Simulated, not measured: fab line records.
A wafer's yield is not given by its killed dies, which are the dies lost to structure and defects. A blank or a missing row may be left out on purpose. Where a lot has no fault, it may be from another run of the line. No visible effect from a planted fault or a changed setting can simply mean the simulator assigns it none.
Struck lot and sound lot, side by side    flow sfq-line    14 out of 325 route steps
Sound: these wafers, L719.1, L719.2, L719.3. Wafers L730.2, L730.4, L730.5 were the ones struck. The cause is named last.
At each step with rows: each side's tool, then ch and its chambers, then its first start. Under that, the readings that differ: sound wafers    struck wafers    difference of the means    sigmas: that difference in standard deviations of wafers without a fault.
alike: a reading whose means differ by less than 2 such deviations, as well as words and numbers matching on both sides. not compared: withheld readings; readings where some wafer has no value; bounds like >300 that might hide an equal value; numbers whose values overlap and for which the record gives no deviation.
Wherever a step has rows on one side only, a row that says differs or no value, or a row with sigmas, the two part there. When numbers do not overlap yet have no deviation, they are printed without sigmas and do not part them. A reading missing from all wafers of one side parts the sides only when that side holds two or more wafers.

SFQ_TRILAYER_M7_BARC_OPEN_METAL_ETCH_229: etches BARC in O2, target depth 125 nm, time 41.7 s.
  sound on rie-metal-01 ch 0,1, day 84 13:05; struck on rie-metal-01 ch 0,1, day 88 10:26
  alike: drypump-motor-current-A, oes-product-au
  not compared: rf-hours-counter-h
then, 1 step without rows for these wafers: SFQ_TRILAYER_M7_ETCH_METAL_ETCH_180 (etches Nb in Cl2/Ar, stops on SiO2, target depth 240 nm, time 120 s).
SFQ_TRILAYER_M7_STRIP_STRIP_181: strips in O2.
  sound on rie-metal-01 ch 0,1, day 84 13:17; struck on rie-metal-01 ch 0,1, day 88 10:37
  alike: drypump-motor-current-A, oes-product-au, platen-temp-c
  not compared: rf-hours-counter-h
then, 1 step without rows for these wafers: SFQ_TRILAYER_M7_STRIP_SOLV_CLEAN_182 (cleans in NMP, time 600 s).
SFQ_TRILAYER_I7_DEP_PECVD_183: deposits SiO2 from SiH4/N2O, time 111.11 s, target thk 500 nm.
  sound on pecvd-03 ch 0,1,2, day 84 14:03; struck on pecvd-01 ch 0,2, day 88 11:23
  alike: heater-power-w, throttle-valve-pct
SFQ_TRILAYER_I7_CMP_CMP_184: polishes SiO2.
  sound on cmp-02 ch 1,2,3, day 84 15:34; struck on cmp-01 ch 1,2,3, day 88 11:28
  alike: motor-current-A, time-to-endpoint-s
SFQ_I7_BOW_MEAS_946:
  sound: film-metro-02 at day 84 18:34; struck: film-metro-04 at day 88 14:29
  alike: I7_BOW
SFQ_TRILAYER_I7_METRO_MEASURE_185:
  sound: film-metro-02 at day 84 18:41; struck: film-metro-04 at day 88 14:47
  alike: thk-nm
then, 4 steps without rows for these wafers: SFQ_TRILAYER_I7_VIA_LITHO_COAT_192 (resist thk 62 nm); SFQ_TRILAYER_I7_VIA_LITHO_COAT_187 (resist thk 650 nm); SFQ_TRILAYER_I7_VIA_LITHO_SOFTBAKE_191; SFQ_TRILAYER_I7_VIA_LITHO_EXPOSE_188 (exposes mask I7, target cd 1000 nm).
-- the record jumps here: 3 days lie between the struck wafers' starts before and after --
SFQ_TRILAYER_I7_VIA_LITHO_PEB_190: peb time 60 s.
  sound on litho-track-03 ch 0, day 89 06:37; struck on litho-track-03, day 91 04:26
  no value came back on the struck wafers for chill-plate-temp-C (C), exhaust-pa (Pa); on the sound wafers chill-plate-temp-C (C) reads 23.09 23.08 23.09
then, 1 step without rows for these wafers: SFQ_TRILAYER_I7_VIA_LITHO_DEVELOP_189 (time 60 s).

WHERE THEY PART
Only at SFQ_TRILAYER_I7_VIA_LITHO_PEB_190, as far as this record shows.

WHY: whatever the simulator had introduced
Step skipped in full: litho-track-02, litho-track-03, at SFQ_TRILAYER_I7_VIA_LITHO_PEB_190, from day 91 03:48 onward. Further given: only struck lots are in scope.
